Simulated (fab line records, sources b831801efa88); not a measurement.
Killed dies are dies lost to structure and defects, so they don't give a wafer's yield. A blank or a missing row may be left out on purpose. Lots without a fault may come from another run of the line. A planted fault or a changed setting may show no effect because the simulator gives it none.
Which tool did it? | flow sky130 | 12 lots, 36 wafers sampled, at 2 steps of a route of 708

WHAT THE GAUGES READ, wafer by wafer
SKY_METAL1_CD_MEAS_15: target cd 140 nm.
lot  | measured     | on        | cd_nm (nm)
L076 | day 33 06:08 | cd_sem-02 | 141.0 141.9 141.8
L078 | day 34 09:10 | cd_sem-02 | 141.5 140.8 139.1
L079 | day 34 21:17 | cd_sem-01 | 140.0 140.7 140.5
L081 | day 35 11:58 | cd_sem-02 | 142.1 140.8 142.6
L083 | day 36 00:18 | cd_sem-01 | 142.0 141.8 139.6
L086 | day 36 20:38 | cd_sem-01 | 140.0 138.5 139.5
L088 | day 37 04:14 | cd_sem-01 | 138.9 139.0 139.9
L089 | day 37 15:14 | cd_sem-01 | 139.1 141.1 140.3
L091 | day 38 06:14 | cd_sem-01 | 142.9 144.1 142.2
L093 | day 38 16:10 | cd_sem-02 | 137.9 138.0 136.8
L095 | day 39 11:01 | cd_sem-02 | 139.2 139.8 141.0
L097 | day 40 09:10 | cd_sem-01 | 140.5 139.6 140.0

WHICH TOOL RAN EACH LOT (tool, then ch and the chambers of the sampled wafers, then the start)
lot  | SKY_CONTACT_ETCH_17
L076 | rie_diel-04 ch 0,1,2, day 32 01:09
L078 | rie_diel-02 ch 1,2,3, day 33 04:14
L079 | rie_diel-01 ch 1,3, day 33 16:13
L081 | rie_diel-01 ch 0,3, day 34 07:32
L083 | rie_diel-01 ch 2,3, day 34 20:43
L086 | rie_diel-01 ch 0,1,2, day 35 17:56
L088 | rie_diel-04 ch 0,1, day 36 00:37
L089 | rie_diel-04 ch 0,1, day 36 12:11
L091 | rie_diel-01 ch 0,1, day 37 03:27
L093 | rie_diel-02 ch 1,2,3, day 37 13:40
L095 | rie_diel-04 ch 0,2, day 38 08:10
L097 | rie_diel-02 ch 0,1, day 39 06:49
- SKY_CONTACT_ETCH_17: etches SiO2 in C4F8/O2/Ar, stops on Si3N4, target depth 340 nm.

THE ANSWER, worked out from the rows above alone
Rule: what is usual is taken from the lots themselves. Put in order of their means at a reading, lots are off if they are a third of the lots or fewer, leave a main group of 4 or more, and stand apart from it by a gap of 3 or more times the standard deviation of the main group's means; of several such gaps the widest counts. A main group whose means are all the same, to the digits that the tables above print for the reading, isn't used. A lot without any number at a reading at which 4 lots or more have one is off too. The other lots that the step has rows for count as sound.
No lot is off at any reading shown: from this, nothing can be told.

WHAT THE SIMULATOR HAD PUT IN
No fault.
